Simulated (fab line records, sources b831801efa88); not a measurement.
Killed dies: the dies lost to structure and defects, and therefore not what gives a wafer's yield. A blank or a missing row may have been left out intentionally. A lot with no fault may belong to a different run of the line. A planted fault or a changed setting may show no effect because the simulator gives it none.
fab line records -- flow sky130
[record] lots = 7, wafers = 21, last_day = 50
route steps=708 shown LI_CONTACT@383 LOCAL_INTERCONNECT@387
lots that met no fault: taken from a fault-free run of the same line
start_h: start of the lot's first displayed wafer, in hours after the record's first day -- wait_h: hours since the lot's step before -- " repeats the value in the row above -- L1.1+2: one row covering several wafers at once -- - either no value or no given start -- * or withheld: withheld -- < > ~ a bound
route shown NAME@n: NAME is a module with steps in the file, n the number in the route of the first one -- usual: average and standard deviation across the fault-free wafers -- same: alike in all rows -- chamber/n: place in a boat -- sites: readings site by site -- _std_site: the standard deviation of these -- _edge_site: the outer-site mean with the inner-site mean subtracted -- radius_mm: how far each site lies from the wafer's centre -- mask NAME#n: copy n -- behind: the most recent tool/chamber to have shaped the wafer -- hold: what put the lot on hold/how long, in hours/how the hold closed -- device: names the non-switching transistor (n, p or np) -- end of line: the same wafers' tests at the end of the route -- where a step has no rows: the recipe by itself -- killed: dies lost to structure and defects at the first sort, not the wafer's yield -- map: dies across one wafer; x = killed, . = not, _ = none there
set.NAME: the setting as run; set.NAME@STEP: as run at that earlier step -- model.NAME: the simulator's own value behind a step, which no gauge read
lots seen at some steps along the route; tables by step, rows by wafer
services: the hour from which a tool's chamber was out of use, counted from the record's first day as start_h (under 0 if before that day), plus the number of hours and why
[[steps]]
[step SKY_LI_CONTACT_CVD_21]
[recipe] material = W, target_thk_nm = 400, time_s = 120.56, temp_c = 400, pressure_torr = 40
[usual] heater_power_w = 887/76
[same] time_s = 120.56
lot.wafer,tool,chamber,start_h,wait_h,heater_power_w
L769.1,cvd_w-02,1,693.51,0.0,826
L769.3,cvd_w-02,1,693.51,0.0,833
L769.4,cvd_w-02,0,693.51,0.0,1007
L772.1,cvd_w-02,1,710.49,0.0,850
L772.2,cvd_w-02,0,710.49,0.0,1005
L772.4,cvd_w-02,0,710.49,0.0,1000
L785.1,cvd_w-01,0,808.64,0.0,909
L785.3,cvd_w-01,1,808.64,0.0,826
L785.5,cvd_w-01,1,808.64,0.0,812
L786.2,cvd_w-01,1,822.44,0.0,811
L786.3,cvd_w-01,0,822.44,0.0,887
L786.5,cvd_w-01,1,822.44,0.0,807
L787.1,cvd_w-02,0,831.85,0.0,1004
L787.2,cvd_w-02,1,831.85,0.0,814
L787.4,cvd_w-02,1,831.85,0.0,842
L788.1,cvd_w-01,0,840.46,0.0,901
L788.2,cvd_w-01,1,840.46,0.0,821
L788.5,cvd_w-01,0,840.46,0.0,902
L789.3,cvd_w-01,1,855.41,0.1,840
L789.4,cvd_w-01,0,855.41,0.1,909
L789.5,cvd_w-01,1,855.41,0.1,806
[step SKY_LI_CONTACT_RS_MEAS_22]
[recipe] thk_meas_gauge = four-point-probe, reads = W_of_LI_CONTACT_CVD_21+TiN_of_LI_CONTACT_SPUTTER_20+Ti_of_LI_CONTACT_SPUTTER_19
[usual] LI_CONTACT_W_RS = 0.285/0.0039
lot.wafer,tool,chamber,start_h,wait_h,LI_CONTACT_W_RS[ohm/sq]
L769.1,film_metro-03,-,693.63,0.1,0.282
L769.3,film_metro-03,-,693.63,0.1,0.282
L769.4,film_metro-03,-,693.63,0.1,0.292
L772.1,film_metro-01,-,710.62,0.1,0.279
L772.2,film_metro-01,-,710.62,0.1,0.290
L772.4,film_metro-01,-,710.62,0.1,0.288
L785.1,film_metro-03,-,808.77,0.1,0.281
L785.3,film_metro-03,-,808.77,0.1,0.285
L785.5,film_metro-03,-,808.77,0.1,0.290
L786.2,film_metro-04,-,822.59,0.1,0.288
L786.3,film_metro-04,-,822.59,0.1,0.285
L786.5,film_metro-04,-,822.59,0.1,0.287
L787.1,film_metro-01,-,831.97,0.1,0.283
L787.2,film_metro-01,-,831.97,0.1,0.278
L787.4,film_metro-01,-,831.97,0.1,0.277
L788.1,film_metro-01,-,840.58,0.1,0.292
L788.2,film_metro-01,-,840.58,0.1,0.288
L788.5,film_metro-01,-,840.58,0.1,0.292
L789.3,film_metro-04,-,855.53,0.1,0.288
L789.4,film_metro-04,-,855.53,0.1,0.283
L789.5,film_metro-04,-,855.53,0.1,0.287
[step SKY_LI_CONTACT_THK_MEAS_23]
[recipe] thk_meas_gauge = xrf, reads = W_of_LI_CONTACT_CVD_21
[usual] LI_CONTACT_W_THK = 400/9.1
lot.wafer,tool,chamber,start_h,wait_h,LI_CONTACT_W_THK[nm]
L769.1,film_metro-03,-,693.75,0.1,399
L769.3,film_metro-03,-,693.75,0.1,397
L769.4,film_metro-03,-,693.75,0.1,385
L772.1,film_metro-01,-,710.74,0.1,409
L772.2,film_metro-01,-,710.74,0.1,395
L772.4,film_metro-01,-,710.74,0.1,400
L785.1,film_metro-03,-,808.89,0.1,393
L785.3,film_metro-03,-,808.89,0.1,387
L785.5,film_metro-03,-,808.89,0.1,382
L786.2,film_metro-04,-,822.70,0.1,394
L786.3,film_metro-04,-,822.70,0.1,398
L786.5,film_metro-04,-,822.70,0.1,395
L787.1,film_metro-01,-,832.09,0.1,407
L787.2,film_metro-01,-,832.09,0.1,416
L787.4,film_metro-01,-,832.09,0.1,418
L788.1,film_metro-01,-,840.70,0.1,393
L788.2,film_metro-01,-,840.70,0.1,400
L788.5,film_metro-01,-,840.70,0.1,396
L789.3,film_metro-04,-,855.63,0.1,392
L789.4,film_metro-04,-,855.63,0.1,403
L789.5,film_metro-04,-,855.63,0.1,394
[step SKY_LI_CONTACT_CMP_24]
[recipe] stop_on = PSG, t_overpolish_s = 20, down_force_psi = 3.5, platen_rpm = 60, target_thk_nm = 0, pad_velocity_m_s = 0.94248
[usual] motor_current_A = 10.8/1, overpolish_run_s = 20.001/0.0082, retaining_ring_pressure_frac = 1.000/0.0052, time_to_endpoint_s = 97/4
lot.wafer,tool,chamber,start_h,wait_h,motor_current_A,overpolish_run_s,retaining_ring_pressure_frac,time_to_endpoint_s
L769.4,cmp-01,2,693.81,0.0,10.5,19.998,1.002,100
L769.3,cmp-01,3,693.81,0.0,11.4,20.004,0.995,97
L769.1,cmp-01,0,693.81,0.0,11.7,19.993,1.003,100
L772.2,cmp-01,3,710.80,0.0,10.9,20.013,1.005,96
L772.4,cmp-01,0,710.80,0.0,11.5,20.005,0.992,91
L772.1,cmp-01,2,710.80,0.0,10.7,19.995,0.997,99
L785.3,cmp-02,2,808.95,0.0,9.2,19.991,0.995,97
L785.1,cmp-02,1,808.95,0.0,11.0,20.013,0.995,100
L785.5,cmp-02,2,808.95,0.0,10.1,19.999,0.996,98
L786.2,cmp-01,1,822.80,0.1,10.4,20.007,1.001,92
L786.3,cmp-01,2,822.80,0.1,10.1,20.007,0.999,102
L786.5,cmp-01,0,822.80,0.1,11.5,20.006,1.006,97
L787.1,cmp-02,3,832.15,0.1,12.9,19.998,0.992,101
L787.4,cmp-02,1,832.15,0.1,10.6,19.993,0.996,102
L787.2,cmp-02,2,832.15,0.1,9.6,20.002,1.013,100
L788.1,cmp-01,2,840.76,0.1,10.6,20.001,1.001,94
L788.2,cmp-01,3,840.76,0.1,11.2,19.993,1.015,93
L788.5,cmp-01,2,840.76,0.1,10.2,19.992,0.995,95
L789.4,cmp-01,0,855.77,0.1,11.4,19.990,1.006,92
L789.3,cmp-01,1,855.77,0.1,10.6,20.004,0.996,86
L789.5,cmp-01,3,855.77,0.1,10.9,19.993,0.994,92
[step SKY_LOCAL_INTERCONNECT_SPUTTER_00]
[recipe] material = TiN, target_thk_nm = 100, temp_c = 300, power_w = 6686, time_s = 83.3, chamber_pressure_pa = 0.4
[usual] throttle_valve_pct = 29.5/0.95
[same] time_s = 83.3
lot.wafer,tool,chamber,start_h,wait_h,throttle_valve_pct
L769.1,pvd_sputter-04,-,694.11,0.1,31.8
L769.3,pvd_sputter-04,-,694.11,0.1,29.7
L769.4,pvd_sputter-04,-,694.11,0.1,28.6
L772.1,pvd_sputter-02,-,711.10,0.1,29.8
L772.2,pvd_sputter-02,-,711.10,0.1,29.4
L772.4,pvd_sputter-02,-,711.10,0.1,28.7
L785.1,pvd_sputter-03,-,809.25,0.1,29.7
L785.3,pvd_sputter-03,-,809.25,0.1,29.3
L785.5,pvd_sputter-03,-,809.25,0.1,28.0
L786.2,pvd_sputter-02,-,823.05,0.2,29.9
L786.3,pvd_sputter-02,-,823.05,0.2,29.7
L786.5,pvd_sputter-02,-,823.05,0.2,28.6
L787.1,pvd_sputter-02,-,832.45,0.2,29.4
L787.2,pvd_sputter-02,-,832.45,0.2,29.5
L787.4,pvd_sputter-02,-,832.45,0.2,30.0
L788.1,pvd_sputter-03,-,841.06,0.2,29.4
L788.2,pvd_sputter-03,-,841.06,0.2,29.2
L788.5,pvd_sputter-03,-,841.06,0.2,27.9
L789.3,pvd_sputter-02,-,855.97,0.1,30.0
L789.4,pvd_sputter-02,-,855.97,0.1,29.6
L789.5,pvd_sputter-02,-,855.97,0.1,29.9
[step SKY_LOCAL_INTERCONNECT_RS_MEAS_01]
[recipe] thk_meas_gauge = four-point-probe, reads = TiN_of_LOCAL_INTERCONNECT_SPUTTER_00
[usual] LOCAL_INTERCONNECT_TIN_RS = 13.81/0.19
lot.wafer,tool,chamber,start_h,wait_h,LOCAL_INTERCONNECT_TIN_RS[ohm/sq]
L769.1,film_metro-01,-,694.17,0.0,14.18
L769.3,film_metro-01,-,694.17,0.0,14.02
L769.4,film_metro-01,-,694.17,0.0,14.14
L772.1,film_metro-02,-,711.17,0.0,13.93
L772.2,film_metro-02,-,711.17,0.0,13.97
L772.4,film_metro-02,-,711.17,0.0,13.95
L785.1,film_metro-01,-,809.31,0.0,13.71
L785.3,film_metro-01,-,809.31,0.0,13.69
L785.5,film_metro-01,-,809.31,0.0,13.78
L786.2,film_metro-02,-,823.13,0.1,14.02
L786.3,film_metro-02,-,823.13,0.1,14.04
L786.5,film_metro-02,-,823.13,0.1,13.82
L787.1,film_metro-03,-,832.52,0.0,14.05
L787.2,film_metro-03,-,832.52,0.0,13.94
L787.4,film_metro-03,-,832.52,0.0,13.91
L788.1,film_metro-03,-,841.12,0.0,13.56
L788.2,film_metro-03,-,841.12,0.0,13.58
L788.5,film_metro-03,-,841.12,0.0,13.77
L789.3,film_metro-03,-,856.08,0.1,13.88
L789.4,film_metro-03,-,856.08,0.1,13.86
L789.5,film_metro-03,-,856.08,0.1,13.71
[step SKY_LOCAL_INTERCONNECT_THK_MEAS_02]
[recipe] thk_meas_gauge = xrf, reads = TiN_of_LOCAL_INTERCONNECT_SPUTTER_00
[usual] LOCAL_INTERCONNECT_TIN_THK = 101.3/1.5
lot.wafer,tool,chamber,start_h,wait_h,LOCAL_INTERCONNECT_TIN_THK[nm]
L769.1,film_metro-01,-,694.29,0.1,97.5
L769.3,film_metro-01,-,694.29,0.1,98.9
L769.4,film_metro-01,-,694.29,0.1,97.8
L772.1,film_metro-02,-,711.29,0.1,101.6
L772.2,film_metro-02,-,711.29,0.1,100.6
L772.4,film_metro-02,-,711.29,0.1,101.1
L785.1,film_metro-01,-,809.43,0.1,101.9
L785.3,film_metro-01,-,809.43,0.1,101.7
L785.5,film_metro-01,-,809.43,0.1,100.9
L786.2,film_metro-02,-,823.24,0.1,100.6
L786.3,film_metro-02,-,823.24,0.1,100.7
L786.5,film_metro-02,-,823.24,0.1,102.2
L787.1,film_metro-03,-,832.64,0.1,99.5
L787.2,film_metro-03,-,832.64,0.1,100.8
L787.4,film_metro-03,-,832.64,0.1,100.9
L788.1,film_metro-03,-,841.24,0.1,103.0
L788.2,film_metro-03,-,841.24,0.1,102.7
L788.5,film_metro-03,-,841.24,0.1,101.9
L789.3,film_metro-03,-,856.18,0.1,100.7
L789.4,film_metro-03,-,856.18,0.1,101.4
L789.5,film_metro-03,-,856.18,0.1,102.2
[step SKY_LOCAL_INTERCONNECT_DEHYDRATE_03]
[recipe] temp_c = 200, time_s = 60
[step SKY_LOCAL_INTERCONNECT_HMDS_04]
[recipe] prime_time_s = 60, prime_temp_c = 120
[step SKY_LOCAL_INTERCONNECT_COAT_05]
[recipe] resist = BARC, temp_c = withheld, time_s = withheld, spin_rpm = 3000, resist_thk_nm = 60
[step SKY_LOCAL_INTERCONNECT_COAT_06]
[recipe] resist = KrF-thick, spin_rpm = 3000, resist_thk_nm = 450
[step SKY_LOCAL_INTERCONNECT_SOFTBAKE_07]
[recipe] temp_c = 100, time_s = 90, resist = KrF-thick
[step SKY_LOCAL_INTERCONNECT_EXPOSE_08]
[recipe] mask_id = LI1M, na = 0.8, source_shape = annular, sigma_inner = 0.55, sigma_outer = 0.85, target_cd_nm = 170, dose_mj = 28
[usual] exposure_dose_mJ_cm2 = 27.95/0.032, focus_offset_nm = 0.0/0.58
lot.wafer,tool,chamber,start_h,wait_h,mask,exposure_dose_mJ_cm2,focus_offset_nm
L769.1,krf_scanner-02,0,708.07,-,LI1M#0,27.95,-0.2
L769.3,krf_scanner-02,0,708.07,-,LI1M#0,27.94,-0.5
L769.4,krf_scanner-02,0,708.07,-,LI1M#0,27.93,-1.0
L772.1,krf_scanner-02,0,725.31,-,LI1M#0,27.97,0.2
L772.2,krf_scanner-02,0,725.31,-,LI1M#0,27.93,-0.5
L772.4,krf_scanner-02,0,725.31,-,LI1M#0,27.98,-0.6
L785.1,krf_scanner-01,-,822.26,-,LI1M#0,-,-
L785.3,krf_scanner-01,-,822.26,-,LI1M#0,-,-
L785.5,krf_scanner-01,-,822.26,-,LI1M#0,-,-
L786.2,krf_scanner-02,-,835.78,-,LI1M#0,-,-
L786.3,krf_scanner-02,-,835.78,-,LI1M#0,-,-
L786.5,krf_scanner-02,-,835.78,-,LI1M#0,-,-
L787.1,krf_scanner-02,-,845.64,-,LI1M#0,-,-
L787.2,krf_scanner-02,-,845.64,-,LI1M#0,-,-
L787.4,krf_scanner-02,-,845.64,-,LI1M#0,-,-
L788.1,krf_scanner-01,0,855.12,-,LI1M#0,27.95,-0.3
L788.2,krf_scanner-01,0,855.12,-,LI1M#0,28.00,-0.1
L788.5,krf_scanner-01,0,855.12,-,LI1M#0,27.96,0.3
L789.3,krf_scanner-01,0,868.77,-,LI1M#0,27.96,-0.3
L789.4,krf_scanner-01,0,868.77,-,LI1M#0,28.00,0.7
L789.5,krf_scanner-01,0,868.77,-,LI1M#0,27.96,0.1
[step SKY_LOCAL_INTERCONNECT_PEB_09]
[recipe] peb_temp_c = withheld, peb_time_s = withheld, resist = KrF-thick
[[services]]
tool,chamber,start_h,hours,kind
krf_scanner-02,-,676.72,2.1,repair
krf_scanner-01,-,681.18,2.1,repair
krf_scanner-01,-,683.29,0.8,pm
pvd_sputter-02,-,689.40,2.7,repair
cmp-02,-,693.81,6.5,pm
cvd_w-01,-,700.29,2.8,pm
krf_scanner-01,-,707.64,1.3,pm
cmp-01,-,721.15,1.1,repair
krf_scanner-01,-,722.43,3.4,repair
krf_scanner-01,-,725.86,0.8,pm
krf_scanner-01,-,726.61,1.0,pm
krf_scanner-02,-,734.23,1.9,repair
krf_scanner-01,-,736.10,4.4,pm
krf_scanner-02,-,740.48,1.3,pm
cvd_w-01,0,749.70,10.7,repair
krf_scanner-02,-,751.48,4.4,pm
krf_scanner-02,-,777.76,0.8,pm
cvd_w-02,-,780.82,2.2,repair
krf_scanner-01,-,782.21,0.3,repair
krf_scanner-02,-,791.33,1.0,pm
cvd_w-01,-,794.44,0.3,repair
cmp-01,-,798.30,0.3,repair
cvd_w-02,-,802.79,28.1,pm
krf_scanner-01,-,810.99,0.4,repair
[[key]]
[first_sign] step = SKY_LOCAL_INTERCONNECT_EXPOSE_08, reading = tool_record, direction = missing
effect none on later readings
met_at SKY_LOCAL_INTERCONNECT_EXPOSE_08
struck_wafers L785.1,L785.3,L785.5,L786.2,L786.3,L786.5,L787.1,L787.2,L787.4
later_rows_left_out L785.1,L785.3,L785.5,L786.2,L786.3,L786.5,L787.1,L787.2,L787.4
sort_left_out L785.1,L785.3,L785.5,L786.2,L786.3,L786.5,L787.1,L787.2,L787.4
tester_left_out L785,L786,L787
onset_between 725.31 822.26
[fault] kind = skipped_step_whole, tool = krf_scanner-01,krf_scanner-02, chamber = -, onset_h = 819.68, steps = SKY_LOCAL_INTERCONNECT_EXPOSE_08, scope = struck_lots_only
// tester_left_out: of these lots the tester's yield and bins aren't shown, on N5 and GAA mostly nor the transistor test; their killed dies are dies lost to structure and defects alone, not to doping, threshold or leakage, so they don't give the yield
// sort_left_out: the simulated sort isn't trusted on such a fault, so these wafers' sort isn't shown, and their yield isn't known
// later_rows_left_out: the simulator's readings of these wafers behind a module that went badly wrong aren't trusted and aren't shown, but for the sort
